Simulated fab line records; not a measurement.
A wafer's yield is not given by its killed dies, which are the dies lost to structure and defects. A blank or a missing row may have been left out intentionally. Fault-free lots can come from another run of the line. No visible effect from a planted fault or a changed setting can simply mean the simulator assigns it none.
Split-lot trial | flow gf180mcu | 5 lots, 27 wafers read, on a route of 602 steps

== THE SPLIT ==
At GF_MIM_SPUTTER_03 (material Ti, target thk 10 nm, time 6.7 s), the setting time-s was moved away from the recipe's 6.7 s on 12 of the 27 wafers read, by -56.7% to +39.2%. All remaining wafers had this setting at the recipe value.

The reading is taken at the split's own step.

== THE READING ==
Ti_of_MIM_SPUTTER_03.thk-nm (the simulator's own value, which no gauge read), in nm, at GF_MIM_SPUTTER_03 (material Ti, target thk 10 nm, time 6.7 s). The file does not state a usual value for it. The 15 wafers here that ran the recipe average 10.037 nm, standard deviation 0.13 nm.

wafer  | tool, chamber at the split | time-s as run, s | against the recipe | Ti_of_MIM_SPUTTER_03.thk-nm, nm | against lot-mates on the recipe
L076.1 | pvd-sputter-02, -          | 8.388            | +25.2%             | 12.57                           | +2.575
L076.2 | pvd-sputter-02, -          | 6.7              | recipe             | 10.02                           | -
L076.3 | pvd-sputter-02, -          | 8.388            | +25.2%             | 12.76                           | +2.765
L076.4 | pvd-sputter-02, -          | 6.7              | recipe             | 9.984                           | -
L076.5 | pvd-sputter-02, -          | 8.388            | +25.2%             | 12.55                           | +2.555
L076.6 | pvd-sputter-02, -          | 6.7              | recipe             | 9.98                            | -
L079.2 | pvd-sputter-02, -          | 6.7              | recipe             | 9.994                           | -
L079.3 | pvd-sputter-02, -          | 6.7              | recipe             | 10.23                           | -
L079.6 | pvd-sputter-02, -          | 6.7              | recipe             | 10.07                           | -
L080.1 | pvd-sputter-02, -          | 8.877            | +32.5%             | 13.1                            | +3.126
L080.2 | pvd-sputter-02, -          | 6.7              | recipe             | 9.888                           | -
L080.3 | pvd-sputter-02, -          | 6.7              | recipe             | 10.1                            | -
L080.4 | pvd-sputter-02, -          | 6.7              | recipe             | 9.933                           | -
L080.5 | pvd-sputter-02, -          | 8.877            | +32.5%             | 13.38                           | +3.406
L080.6 | pvd-sputter-02, -          | 8.877            | +32.5%             | 13.08                           | +3.106
L081.1 | pvd-sputter-01, -          | 9.329            | +39.2%             | 13.96                           | +4.056
L081.2 | pvd-sputter-01, -          | 6.7              | recipe             | 9.83                            | -
L081.3 | pvd-sputter-01, -          | 9.329            | +39.2%             | 13.91                           | +4.006
L081.4 | pvd-sputter-01, -          | 6.7              | recipe             | 9.93                            | -
L081.5 | pvd-sputter-01, -          | 9.329            | +39.2%             | 13.8                            | +3.896
L081.6 | pvd-sputter-01, -          | 6.7              | recipe             | 9.951                           | -
L084.1 | pvd-sputter-04, -          | 2.9              | -56.7%             | 4.488                           | -5.725
L084.2 | pvd-sputter-04, -          | 6.7              | recipe             | 10.2                            | -
L084.3 | pvd-sputter-04, -          | 6.7              | recipe             | 10.2                            | -
L084.4 | pvd-sputter-04, -          | 2.9              | -56.7%             | 4.549                           | -5.664
L084.5 | pvd-sputter-04, -          | 6.7              | recipe             | 10.24                           | -
L084.6 | pvd-sputter-04, -          | 2.9              | -56.7%             | 4.407                           | -5.806

THE FIT
A straight line over all 27 wafers: Ti_of_MIM_SPUTTER_03.thk-nm changes by +0.0983 nm for each +1% of time-s; r = +1.00; the points scatter about the line by 0.12 nm.
The same after taking each lot's own level away (the mean of its wafers on the recipe; 27 wafers): +0.101 nm for each +1%; r = +1.00; scatter 0.091 nm.
According to that fit, moving time-s by its largest amount changes the reading by 5.7 nm.
The lots' own levels span 9.9037 to 10.2133 nm, that is 2.5 times the standard deviation above.
The two slopes agree, so the slope changes little with the lot-to-lot level.
Check: with one of the wafers moved furthest among these (-56.7%) left out of the fit, the line predicts -5.74 nm for it against its lot-mates. It came out at -5.73 nm against them.

== FURTHER SPLITS ON THESE WAFERS ==
Note: prior to the reading, these wafers also went through further splits. Each is held against what the fit with the lots' levels taken away leaves over:
other split on the same wafers      | wafers away from the commonest value | r with Ti_of_MIM_SPUTTER_03.thk-nm (lot level and that fit taken away)
GF_DUAL_GATE_OXIDATION_15 ox-time-s | 18                                   | -0.09
GF_CONTACT_SPUTTER_22 time-s        | 9                                    | +0.19
GF_M1_METAL_ETCH_16 time-s          | 12                                   | -0.11
GF_M2_SPUTTER_00 time-s             | 6                                    | -0.15
GF_V3_CVD_02 time-s                 | 6                                    | +0.16
GF_M4_SPUTTER_03 time-s             | 9                                    | -0.14

== THE FILE'S OWN FIT ==
Ti_of_MIM_SPUTTER_03.thk-nm changes by +0.101 nm for each +1% of time-s, r = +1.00.
